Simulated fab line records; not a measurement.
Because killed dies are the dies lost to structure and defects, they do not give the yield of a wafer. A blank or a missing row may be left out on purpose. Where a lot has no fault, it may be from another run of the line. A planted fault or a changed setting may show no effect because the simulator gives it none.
Struck lot and sound lot, side by side | flow sky130 | 26 out of 708 route steps
Sound: wafers L994.2, L994.3, L994.5. Struck: wafers L101.2, L101.5 (left out: L101.4, a lot-mate that was not struck); the cause follows at the end.
Each step with rows lists, per side, the tool, then ch with its chambers, then its first start. Under that, the readings that differ: sound wafers | struck wafers | difference of the means | sigmas: that difference in standard deviations of wafers without a fault.
alike: readings whose means differ by less than 2 such deviations, and words and numbers that are the same on both sides. not compared: withheld readings, readings that some wafer has no value for, bounds like >300 that may hide the same value, and numbers for which the record gives no deviation and whose values overlap.
A row with sigmas, a row that says differs or no value, or rows on one side alone: a step with any of these is where the two part. When numbers do not overlap yet have no deviation, they are printed without sigmas and do not part them. Lack of a reading on every wafer of one side parts them only where that side has two or more wafers.

first, 8 steps without rows for these wafers: SKY_FIELD_ISO_DEHYDRATE_05 (time 60 s); SKY_FIELD_ISO_HMDS_06 (prime time 60 s); SKY_FIELD_ISO_COAT_07 (resist thk 60 nm); SKY_FIELD_ISO_COAT_08 (resist thk 450 nm); SKY_FIELD_ISO_SOFTBAKE_09 (time 90 s); SKY_FIELD_ISO_EXPOSE_10 (exposes mask FOM, target cd 150 nm); SKY_FIELD_ISO_PEB_11; SKY_FIELD_ISO_DEVELOP_12 (develop time 60 s).
SKY_FIELD_ISO_CD_MEAS_13 targets a cd of 150 nm.
  sound on cdSem-02, day 3 19:05; struck on cdSem-01, day 5 06:17
  alike: cdNm
SKY_FIELD_ISO_ETCH_14: etches BARC in N2/H2, stops on SiO2, time 45.9 s, target depth 60 nm.
  sound on rieDiel-03 ch 0,1,3, day 3 19:11; struck on rieDiel-04 ch 2,3, day 5 06:23
  alike: drypumpMotorCurrentA, oesProductAu, throttleValvePct
  not compared: rfHoursCounterH
SKY_FIELD_ISO_ETCH_15: etches the open film in CHF3/O2, stops on Si, target depth 180 nm, time 72 s.
  sound on rieDiel-03 ch 0,1,3, day 3 19:14; struck on rieDiel-04 ch 2,3, day 5 06:25
  alike: drypumpMotorCurrentA, oesProductAu, throttleValvePct
  not compared: rfHoursCounterH
SKY_FIELD_ISO_STRIP_16: strips in O2/N2.
  sound on plasmaAsher-03 ch 0,1, day 3 19:17; struck on plasmaAsher-02 ch 0, day 5 06:29
reading                  | sound       | struck  | difference | sigmas
drypumpMotorCurrentA (A) | 5.4 5.3 5.5 | 6.3 6.4 | +0.9       | +2
  alike: oesProductAu, stripTimeToEndpointS
  not compared: rfHoursCounterH
SKY_FIELD_ISO_ETCH_17: etches Si in HBr/Cl2/O2, target depth 342 nm, time 97.7 s.
  sound on rieSi-01 ch 0,1,2, day 3 19:23; struck on rieSi-01 ch 2, day 5 06:35
reading                                    | sound                | struck        | difference | sigmas
oesProductAu (a.u.)                        | 1.002 1.001 1.008    | 0.862 0.858   | -0.144     | -11
throttleValvePct (%)                       | 25.643 25.661 25.636 | 25.737 25.750 | +0.097     | +8
model.FIELD_ISO.featureDepthNm (nm)        | 344.5 339.4 344      | 267.3 267.8   | -75.1      | 
model.etch.depthNm (nm)                    | 344.5 339.4 344      | 267.3 267.8   | -75.1      | 
model.Si3N4_of_FIELD_ISO_CVD_03.thkNm (nm) | 152.6 150.5 152.8    | 156.4 157.8   | +5.1       | 
  alike: drypumpMotorCurrentA
  not compared: rfHoursCounterH
then, 5 steps without rows for these wafers: SKY_FIELD_ISO_WET_ETCH_18 (etches Si3N4 in H3PO4, target depth 25 nm, time 286 s); SKY_FIELD_ISO_CLEAN_19 (cleans in SC1/SC2, time 150 s); SKY_FIELD_ISO_CLEAN_20 (cleans in dHF, time 20 s); SKY_FIELD_ISO_WET_ETCH_21 (etches SiO2 in dHF, target depth 20 nm, time 400 s); SKY_FIELD_ISO_OXIDATION_22 (stabilise 600 s, purge 300 s, target thk 10 nm).
SKY_FIELD_ISO_THK_MEAS_23:
  sound on filmMetro-02, day 3 20:56; struck on filmMetro-02, day 5 09:11
reading                         | sound             | struck    | difference | sigmas
FIELD_ISO_OXIDATION_01_THK (nm) | 10.26 10.28 10.58 | 9.65 9.89 | -0.60      | -3
then, 1 step without rows for these wafers: SKY_FIELD_ISO_CVD_24 (deposits SiO2, target thk 595 nm, time 99.2 s).
SKY_FIELD_ISO_THK_MEAS_25:
  sound on filmMetro-01, day 3 21:04; struck on filmMetro-03, day 5 09:19
  alike: FIELD_ISO_CVD_24_THK
then, 1 step without rows for these wafers: SKY_FIELD_ISO_ANNEAL_26 (time 1800 s).
SKY_FIELD_ISO_CMP_27: polishes, stops on Si3N4, t overpolish 16 s, target thk 457.8 nm.
  sound on cmp-02 ch 0,3, day 3 22:37; struck on cmp-01 ch 0, day 5 10:56
  alike: motorCurrentA, overpolishRunS, timeToEndpointS
SKY_FIELD_ISO_WET_ETCH_28: etches SiO2 in dHF, target depth 23.7 nm, time 47 s.
  sound on wetBench-02 ch 2, day 3 22:55; struck on wetBench-02 ch 2, day 5 11:11
reading                                    | sound           | struck      | difference | sigmas
model.Si3N4_of_FIELD_ISO_CVD_03.thkNm (nm) | 120.9 118.8 121 | 124.8 126.1 | +5.2       | 
  alike: bathHeatDutyPct
then, 1 step without rows for these wafers: SKY_FIELD_ISO_WET_ETCH_29 (etches Si3N4 in H3PO4, target depth 160 nm, time 1825 s).
-- here the record skips 44 days between the struck wafers' starts before and after, leaving off in module FIELD_ISO and picking up in module PAD_OPEN (first step shown: number 708 of the route) --
SKY_PAD_OPEN_PROBE_99:
  sound on prober-01, day 47 18:20; struck on prober-01, day 49 06:54
reading                               | sound                         | struck              | difference | sigmas
model.etest.res_p_drift_20v.lineOhmUm | 1.103e+04 1.059e+04 1.1e+04   | 8562 8470           | -2357      | 
model.etest.res_p_drift_20v.rsOhmSq   | 9303 8916 9225                | 7102 7098           | -2048      | 
model.etest.pfet_16v.rOnOhmUm         | 1.559e+04 1.549e+04 1.553e+04 | 1.311e+04 1.314e+04 | -2.412e+03 | 
model.etest.resIsoPwell.rsOhmSq       | 2916 2766 2910                | 2158 2179           | -696       | 
model.etest.resIsoPwell.lineOhmUm     | 1113 1048 1090                | 818 821.7           | -264       | 
model.etest.resNwell.lineOhmUm        | 1165 1131 1152                | 970.8 959.1         | -184.4     | 
model.etest.resNwell.rsOhmSq          | 970.5 937.7 958.4             | 807.6 802.9         | -150.3     | 
model.etest.pfet_16v.driveUaUm        | 233.8 234.8 235.1             | 264.5 262.2         | +28.8      | 
  alike: killed_at_M0_to_M3, killed_at_M4_up, killedAtContacts, killedAtFrontEnd, killedAtOther, killedDies, killedOpen, killedShort

## WHERE THEY PART
Last at SKY_FIELD_ISO_THK_MEAS_23 as far as this record goes, first at SKY_FIELD_ISO_STRIP_16. Later steps at which nothing parts them and some readings are alike: SKY_FIELD_ISO_THK_MEAS_25, SKY_FIELD_ISO_CMP_27, SKY_FIELD_ISO_WET_ETCH_28, SKY_PAD_OPEN_PROBE_99.

WHY: the cause the simulator had injected
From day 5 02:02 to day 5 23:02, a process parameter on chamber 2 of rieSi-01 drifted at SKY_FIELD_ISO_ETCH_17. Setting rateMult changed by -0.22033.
